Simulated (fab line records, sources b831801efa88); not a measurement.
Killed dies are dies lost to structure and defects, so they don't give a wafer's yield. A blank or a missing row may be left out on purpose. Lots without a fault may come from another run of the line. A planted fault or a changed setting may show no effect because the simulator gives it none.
Which tool did it? | flow sky130 | 13 lots, 39 wafers sampled, at 5 steps of a route of 708

WHAT THE GAUGES READ, wafer by wafer
SKY_DNWELL_TW_MEAS_09. Usual: DNWELL_TW 1112, standard deviation 12.
lot  | measured    | on            | DNWELL_TW      | flag
L508 | day 3 11:37 | film_metro-03 | 1109 1104 1103 |
L509 | day 3 20:36 | film_metro-03 | 1102 1095 1106 |
L512 | day 4 12:35 | film_metro-03 | 1111 1103 1104 |
L514 | day 4 19:31 | film_metro-04 | 1124 1120 1127 |
L513 | day 4 20:13 | film_metro-04 | 1130 1134 1130 |
L517 | day 5 06:19 | film_metro-02 | 1119 1117 1112 |
L520 | day 6 01:59 | film_metro-03 | 1097 1091 1087 |
L526 | day 7 04:53 | film_metro-03 | 1100 1102 1096 |
L527 | day 7 14:02 | film_metro-04 | 1133 1134 1131 |
L528 | day 7 18:31 | film_metro-02 | 1114 1113 1114 |
L529 | day 7 22:20 | film_metro-02 | 1116 1110 1111 |
L530 | day 8 01:55 | film_metro-03 | 1101 1100 1104 |
L531 | day 8 08:08 | film_metro-04 | 1114 1116 1114 |

SKY_VT_ADJUST_LVTN_OVL_MEAS_07. Usual: VT_ADJUST_LVTN_OVL 1.2 nm, standard deviation 1.5.
lot  | measured     | on         | VT_ADJUST_LVTN_OVL (nm) | flag
L508 | day 7 04:16  | overlay-01 | 0.0 -2.2 -0.5           |
L509 | day 7 18:16  | overlay-02 | 0.9 0.4 0.8             |
L512 | day 8 12:28  | overlay-02 | -1.2 -0.7 0.0           |
L514 | day 8 20:37  | overlay-01 | 3.4 2.5 4.7             |
L513 | day 8 21:42  | overlay-02 | 0.9 1.1 2.3             |
L517 | day 9 09:10  | overlay-02 | 1.8 1.2 -0.6            |
L520 | day 10 08:15 | overlay-02 | 3.5 1.4 1.0             |
L526 | day 11 16:01 | overlay-01 | -1.4 1.4 -0.5           |
L527 | day 12 02:42 | overlay-01 | 1.2 0.6 -0.8            |
L528 | day 12 09:31 | overlay-01 | 0.7 -0.1 -0.4           |
L529 | day 12 15:09 | overlay-01 | 1.3 -0.4 1.4            |
L530 | day 12 18:44 | overlay-02 | 3.6 2.4 1.6             |
L531 | day 13 01:27 | overlay-02 | 2.9 2.2 0.3             |

SKY_SONOS_ONO_OVL_MEAS_14. Usual: SONOS_ONO_OVL 0.3 nm, standard deviation 1.2.
lot  | measured     | on         | SONOS_ONO_OVL (nm) | flag
L508 | day 12 23:50 | overlay-02 | 0.2 1.8 -0.5       |
L509 | day 13 15:47 | overlay-02 | 0.1 -0.9 -0.7      |
L512 | day 14 12:36 | overlay-02 | 0.6 1.4 1.4        |
L514 | day 15 00:46 | overlay-02 | 0.3 1.3 0.9        |
L513 | day 15 01:59 | overlay-02 | -0.9 -0.7 -2.1     |
L517 | day 15 15:21 | overlay-01 | 0.0 0.6 -0.2       |
L520 | day 17 02:26 | overlay-02 | 1.0 0.4 1.5        |
L526 | day 18 14:10 | overlay-01 | -1.0 0.8 0.4       |
L527 | day 19 07:18 | overlay-01 | -0.1 -2.2 -0.2     |
L528 | day 19 13:01 | overlay-01 | 0.2 -0.7 -0.3      |
L529 | day 19 18:18 | overlay-01 | 0.1 -0.5 -1.1      |
L530 | day 19 22:44 | overlay-02 | 1.9 2.2 0.7        |
L531 | day 20 09:01 | overlay-02 | 1.0 1.7 2.5        |

SKY_VIA3_THK_MEAS_01. Usual: VIA3_HDPCVD_THK 1638 nm, standard deviation 20.
lot  | measured     | on            | VIA3_HDPCVD_THK (nm) | flag
L508 | day 39 05:41 | film_metro-02 | 1656 1661 1634       |
L509 | day 39 17:06 | film_metro-02 | 1655 1648 1677       |
L512 | day 40 08:30 | film_metro-01 | 1648 1669 1648       |
L514 | day 40 22:59 | film_metro-03 | 1636 1652 1646       |
L513 | day 41 02:56 | film_metro-03 | 1654 1656 1667       |
L517 | day 41 07:50 | film_metro-03 | 1647 1644 1618       |
L520 | day 42 12:31 | film_metro-02 | 1669 1649 2645       | OFF
L526 | day 43 18:11 | film_metro-01 | 1611 1609 1595       |
L527 | day 44 06:16 | film_metro-02 | 1616 1631 1627       |
L528 | day 44 10:10 | film_metro-01 | 1614 1613 1626       |
L529 | day 44 13:17 | film_metro-01 | 1621 1588 1620       |
L530 | day 44 16:16 | film_metro-01 | 1635 1629 1625       |
L531 | day 45 02:36 | film_metro-03 | 1677 1629 1653       |

WHICH TOOL RAN EACH LOT (tool, then ch and the chambers of the sampled wafers, then the start)
lot  | SKY_VIA3_HDPCVD_00
L508 | hdpcvd-01 ch 0,1, day 39 05:30
L509 | hdpcvd-02 ch 1,2, day 39 16:55
L512 | hdpcvd-02 ch 0,1,2, day 40 08:23
L514 | hdpcvd-02 ch 1,2, day 40 22:49
L513 | hdpcvd-02 ch 0,1,2, day 41 02:46
L517 | hdpcvd-01 ch 0,1,2, day 41 07:43
L520 | hdpcvd-02 ch 0,1, day 42 12:15
L526 | hdpcvd-01 ch 1,2, day 43 18:00
L527 | hdpcvd-01 ch 0,1,2, day 44 06:09
L528 | hdpcvd-01 ch 0,1, day 44 09:57
L529 | hdpcvd-01 ch 0,1, day 44 13:07
L530 | hdpcvd-01 ch 0,1,2, day 44 16:06
L531 | hdpcvd-02 ch 0,1, day 45 02:25
- SKY_VIA3_HDPCVD_00: deposits SiO2, target thk 1635 nm, time 272.5 s.

WHAT THE TOOLS THEMSELVES READ (means of the sampled wafers that have a number; where no wafer has one, the mark that the record gives instead)
The record holds no such reading with a usual standard deviation.

THE ANSWER, worked out from the rows above alone
Rule: a lot is off if the mean of its wafers that have a number lies more than 3 standard deviations from the usual mean. A lot without any number at a reading at which 4 lots or more have one is off too. The other lots that the step has rows for count as sound. The gauges are gone through in route order, then the tools' own readings, and for those a lot's mean is taken as printed above. The first step at which some lot is off is used, and at that step the reading that is off furthest; a lot without a number counts as furthest.
Off: L520, at SKY_VIA3_THK_MEAS_01 (VIA3_HDPCVD_THK).
A tool fits if, at a process step before that reading, it ran every lot that is off, and no sound lot after the first of them. The gauges at SKY_VIA3_THK_MEAS_01 are tried like those tools. None of those tried fits.

WHAT THE SIMULATOR HAD PUT IN
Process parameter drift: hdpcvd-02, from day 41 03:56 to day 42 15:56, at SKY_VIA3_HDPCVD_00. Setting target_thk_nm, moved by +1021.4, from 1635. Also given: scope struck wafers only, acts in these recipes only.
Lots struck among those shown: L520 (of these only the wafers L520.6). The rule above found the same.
